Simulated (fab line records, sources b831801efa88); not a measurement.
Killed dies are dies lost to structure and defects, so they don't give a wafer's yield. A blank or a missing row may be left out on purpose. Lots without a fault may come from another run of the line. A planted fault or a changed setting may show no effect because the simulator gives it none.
A struck lot beside a sound one | flow sky130 | 17 steps out of a route of 708
Sound: wafers L928.3, L928.4, L928.6. Struck: wafers L937.4, L937.5. (L937.1 of the same lot was not struck and is left out.) The cause comes at the end.
At each step with rows: each side's tool, then ch and its chambers, then its first start. Under that, the readings that differ: sound wafers | struck wafers | difference of the means | sigmas: that difference in standard deviations of wafers without a fault.
alike: readings whose means differ by less than 2 such deviations, and words and numbers that are the same on both sides. not compared: withheld readings, readings that some wafer has no value for, bounds like >300 that may hide the same value, and numbers for which the record gives no deviation and whose values overlap.
The two part at a step that has a row with sigmas, a row that says differs or no value, or rows on one side only. Numbers that don't overlap but have no deviation are shown without sigmas and don't part them. A reading that every wafer of one side lacks parts them only if that side has two wafers or more.

first, 3 steps without rows for these wafers: SKY_VIA3_EXPOSE_09 (exposes mask VIM3, target cd 200 nm); SKY_VIA3_PEB_10; SKY_VIA3_DEVELOP_11 (develop time 60 s).
SKY_VIA3_CD_MEAS_12: target cd 200 nm.
  sound on cd_sem-02, day 41 03:15; struck on cd_sem-02, day 43 15:34
  alike: cd_nm
SKY_VIA3_OVL_MEAS_13:
  sound on overlay-02, day 41 03:21; struck on overlay-01, day 43 15:41
  alike: VIA3_OVL
SKY_VIA3_ETCH_14: etches BARC in N2/H2, stops on SiO2, time 45.9 s, target depth 60 nm.
  sound on rie_diel-01 ch 1,2,3, day 41 03:22; struck on rie_diel-01 ch 0,3, day 43 15:43
  alike: drypump_motor_current_A, oes_product_au, throttle_valve_pct
  not compared: rf_hours_counter_h
SKY_VIA3_ETCH_15: etches SiO2 in C4F8/O2/Ar, stops on TiN, target depth 507 nm, time 78 s.
  sound on rie_diel-01 ch 1,2,3, day 41 03:25; struck on rie_diel-01 ch 0,3, day 43 15:46
  alike: oes_product_au
  not compared: rf_hours_counter_h
SKY_VIA3_STRIP_16: strips in O2/N2.
  sound on plasma_asher-04 ch 0,1, day 41 03:31; struck on plasma_asher-01 ch 0, day 43 15:49
  reading                     | sound       | struck  | difference | sigmas
  drypump_motor_current_A (A) | 6.3 5.9 6.2 | 5.1 5.1 | -1.0       | -3
  alike: oes_product_au, strip_time_to_endpoint_s
  not compared: rf_hours_counter_h
then, 3 steps without rows for these wafers: SKY_VIA3_STRIP_17 (strips in post etch residue remover, time 1200 s); SKY_VIA3_CLEAN_18 (cleans in IPA, time 180 s); SKY_VIA3_CLEAN_19 (cleans in O3/DIW).
SKY_VIA3_SPUTTER_20: material TiN, target thk 20 nm, time 80 s.
  sound on pvd_sputter-04, day 41 04:07; struck on pvd_sputter-04, day 43 16:25
  alike: throttle_valve_pct
SKY_VIA3_CVD_21: deposits W, target thk 390 nm, time 117.31 s.
  sound on cvd_w-01 ch 0,1, day 41 04:13; struck on cvd_w-02 ch 1, day 43 16:28
  reading                            | sound         | struck      | difference | sigmas
  model.W_of_VIA3_CVD_21.thk_nm (nm) | 388 390.6 394 | 207.3 211.6 | -181.4     |
  alike: heater_power_w
SKY_VIA3_RS_MEAS_22: measures by four-point-probe.
  sound on film_metro-02, day 41 04:21; struck on film_metro-01, day 43 16:35
  reading            | sound                | struck        | difference | sigmas
  VIA3_W_RS (ohm/sq) | 0.2955 0.2935 0.2906 | 0.5562 0.5456 | +0.2577    | +95
SKY_VIA3_THK_MEAS_23: measures by xrf.
  sound on film_metro-02, day 41 04:27; struck on film_metro-01, day 43 16:43
  reading         | sound       | struck  | difference | sigmas
  VIA3_W_THK (nm) | 382 383 386 | 206 211 | -175       | -38
SKY_VIA3_CMP_24: polishes, stops on SiO2, t overpolish 20 s, target thk 0 nm.
  sound on cmp-01 ch 1,3, day 41 04:29; struck on cmp-01 ch 1,3, day 43 16:52
  reading                | sound    | struck | difference | sigmas
  time_to_endpoint_s (s) | 96 94 97 | 52 52  | -44        | -13
  alike: motor_current_A, platen_rpm
SKY_METAL4_SPUTTER_00: material Ti, target thk 15 nm, time 10 s.
  sound on pvd_sputter-01, day 41 04:47; struck on pvd_sputter-04, day 43 17:07
  alike: throttle_valve_pct

WHERE THEY PART
First at SKY_VIA3_STRIP_16; last, within this record, at SKY_VIA3_CMP_24. Later steps at which nothing parts them and some readings are alike: SKY_METAL4_SPUTTER_00.

WHY: what the simulator had put in
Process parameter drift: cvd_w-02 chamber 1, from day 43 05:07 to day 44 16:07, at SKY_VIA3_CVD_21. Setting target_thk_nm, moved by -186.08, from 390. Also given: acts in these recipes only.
